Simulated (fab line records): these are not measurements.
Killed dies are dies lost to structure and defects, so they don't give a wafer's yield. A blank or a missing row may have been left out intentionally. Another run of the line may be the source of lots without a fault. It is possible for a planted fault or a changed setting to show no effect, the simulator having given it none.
Which tool did it? + flow sky130 + 13 lots, 39 wafers sampled, at 4 steps of a route of 708

## WHAT THE GAUGES READ, wafer by wafer
SKY_LI_CONTACT_CD_MEAS_12 targets a cd of 170 nm. Usual: 170.4 nm for cdNm, sd 1.3.
| lot  | measured     | on       | cdNm (nm)         | flag |
|------|--------------|----------|-------------------|------|
| L428 | day 29 11:51 | cdSem-02 | 172.9 172.6 171.8 |      |
| L429 | day 29 19:43 | cdSem-01 | 169.5 171.5 170.0 |      |
| L430 | day 30 04:48 | cdSem-01 | 170.9 172.0 171.7 |      |
| L432 | day 30 16:44 | cdSem-01 | 172.2 169.0 171.3 |      |
| L431 | day 30 17:53 | cdSem-01 | 171.5 172.4 170.4 |      |
| L433 | day 31 01:59 | cdSem-02 | 169.7 168.8 169.4 |      |
| L434 | day 31 02:06 | cdSem-01 | 171.7 170.4 171.0 |      |
| L436 | day 31 19:58 | cdSem-01 | 169.6 170.9 168.6 |      |
| L437 | day 32 05:03 | cdSem-02 | 168.7 169.5 169.6 |      |
| L442 | day 34 01:37 | cdSem-02 | 172.0 171.7 173.4 |      |
| L447 | day 35 11:30 | cdSem-01 | 170.1 170.7 171.5 |      |
| L449 | day 35 17:30 | cdSem-01 | 171.9 171.9 170.8 |      |
| L451 | day 36 13:11 | cdSem-01 | 168.4 167.7 169.3 |      |

SKY_LOCAL_INTERCONNECT_OVL_MEAS_12. Usual: LOCAL_INTERCONNECT_OVL -2 nm, standard deviation 5.
| lot  | measured     | on         | LOCAL_INTERCONNECT_OVL (nm) | flag |
|------|--------------|------------|-----------------------------|------|
| L428 | day 30 17:41 | overlay-02 | 2 2 4                       |      |
| L429 | day 31 01:17 | overlay-02 | -3 3 -5                     |      |
| L430 | day 31 10:16 | overlay-02 | -2 -11 -9                   |      |
| L432 | day 31 22:12 | overlay-02 | 0 -1 -7                     |      |
| L431 | day 31 23:22 | overlay-01 | 7 -3 1                      |      |
| L433 | day 32 06:56 | overlay-02 | -4 0 0                      |      |
| L434 | day 32 06:35 | overlay-02 | -2 -3 -2                    |      |
| L436 | day 32 22:17 | overlay-01 | 4 5 -2                      |      |
| L437 | day 33 09:02 | overlay-02 | -5 1 -5                     |      |
| L442 | day 35 05:56 | overlay-02 | -7 -3 -8                    |      |
| L447 | day 36 14:34 | overlay-01 | -8 -2 -3                    |      |
| L449 | day 36 19:53 | overlay-01 | -16 -7 -5                   |      |
| L451 | day 37 16:46 | overlay-02 | 3 -4 -4                     |      |

## TOOL THAT RAN EACH LOT (tool first, then ch and the chambers of the sampled wafers, then the start)
| lot  | SKY_LI_CONTACT_CMP_02         | SKY_LOCAL_INTERCONNECT_COAT_06   |
|------|-------------------------------|----------------------------------|
| L428 | cmp-02 ch 0,1,2, day 28 07:20 | lithoTrack-04 ch 0, day 30 02:00 |
| L429 | cmp-01 ch 1,2,3, day 28 14:59 | lithoTrack-01 ch 0, day 30 11:00 |
| L430 | cmp-01 ch 1,2, day 29 00:35   | lithoTrack-02 ch 0, day 30 20:00 |
| L432 | cmp-01 ch 1,2,3, day 29 12:18 | lithoTrack-01 ch 0, day 31 07:00 |
| L431 | cmp-02 ch 0,2,3, day 29 13:23 | lithoTrack-02 ch 0, day 31 08:00 |
| L433 | cmp-02 ch 2,3, day 29 21:33   | lithoTrack-04 ch 0, day 31 18:00 |
| L434 | cmp-02 ch 0,2,3, day 29 22:20 | lithoTrack-02 ch 0, day 31 18:00 |
| L436 | cmp-01 ch 0,2,3, day 30 15:41 | lithoTrack-04 ch 0, day 32 09:00 |
| L437 | cmp-01 ch 2,3, day 31 01:42   | lithoTrack-04 ch 0, day 32 18:00 |
| L442 | cmp-02 ch 0,2,3, day 32 22:04 | lithoTrack-02 ch 0, day 34 15:00 |
| L447 | cmp-01 ch 0,1,3, day 34 08:44 | lithoTrack-04 ch 0, day 36 02:00 |
| L449 | cmp-02 ch 1,2,3, day 34 14:41 | lithoTrack-02 ch 0, day 36 07:00 |
| L451 | cmp-02 ch 1,2,3, day 35 10:11 | lithoTrack-02 ch 0, day 37 03:00 |
- SKY_LI_CONTACT_CMP_02: polishes PSG.
- SKY_LOCAL_INTERCONNECT_COAT_06: resist thk 450 nm.

## AS READ BY THE TOOLS THEMSELVES (means over the sampled wafers that have a number; for cases with no such wafer, the mark the record gives instead)
SKY_LI_CONTACT_CMP_02. Usual: motorCurrentA 12.0 A, standard deviation 1.3; timeToEndpointS 33.0 s, standard deviation 2.8.
| lot  | tool   | motorCurrentA (A) | timeToEndpointS (s) | flag |
|------|--------|-------------------|---------------------|------|
| L428 | cmp-02 | 12.8              | 35.9                |      |
| L429 | cmp-01 | 11.5              | 35.9                |      |
| L430 | cmp-01 | 11.7              | 33.5                |      |
| L432 | cmp-01 | 11.8              | 32.0                |      |
| L431 | cmp-02 | 12.9              | 34.0                |      |
| L433 | cmp-02 | 12.2              | 30.9                |      |
| L434 | cmp-02 | 12.8              | 33.9                |      |
| L436 | cmp-01 | 12.2              | 32.0                |      |
| L437 | cmp-01 | 12.4              | 34.9                |      |
| L442 | cmp-02 | 12.6              | 34.8                |      |
| L447 | cmp-01 | 11.7              | 30.7                |      |
| L449 | cmp-02 | 11.6              | 31.6                |      |
| L451 | cmp-02 | 11.1              | 30.2                |      |

## THE ANSWER, worked out from the rows above alone
Rule: a lot counts as off when the mean over its wafers that have a number is more than 3 standard deviations away from the usual mean. A lot without any number at a reading at which 4 lots or more have one is off too. The other lots that the step has rows for count as sound. After the gauges, taken in route order, come the tools' own readings; for these a lot's mean is taken, as printed above. The first step at which some lot is off is used, and at that step the reading that is off furthest; a lot without a number counts as furthest.
No lot is off at any reading shown: from this, nothing can be told.

## WHAT WAS PUT IN BY THE SIMULATOR
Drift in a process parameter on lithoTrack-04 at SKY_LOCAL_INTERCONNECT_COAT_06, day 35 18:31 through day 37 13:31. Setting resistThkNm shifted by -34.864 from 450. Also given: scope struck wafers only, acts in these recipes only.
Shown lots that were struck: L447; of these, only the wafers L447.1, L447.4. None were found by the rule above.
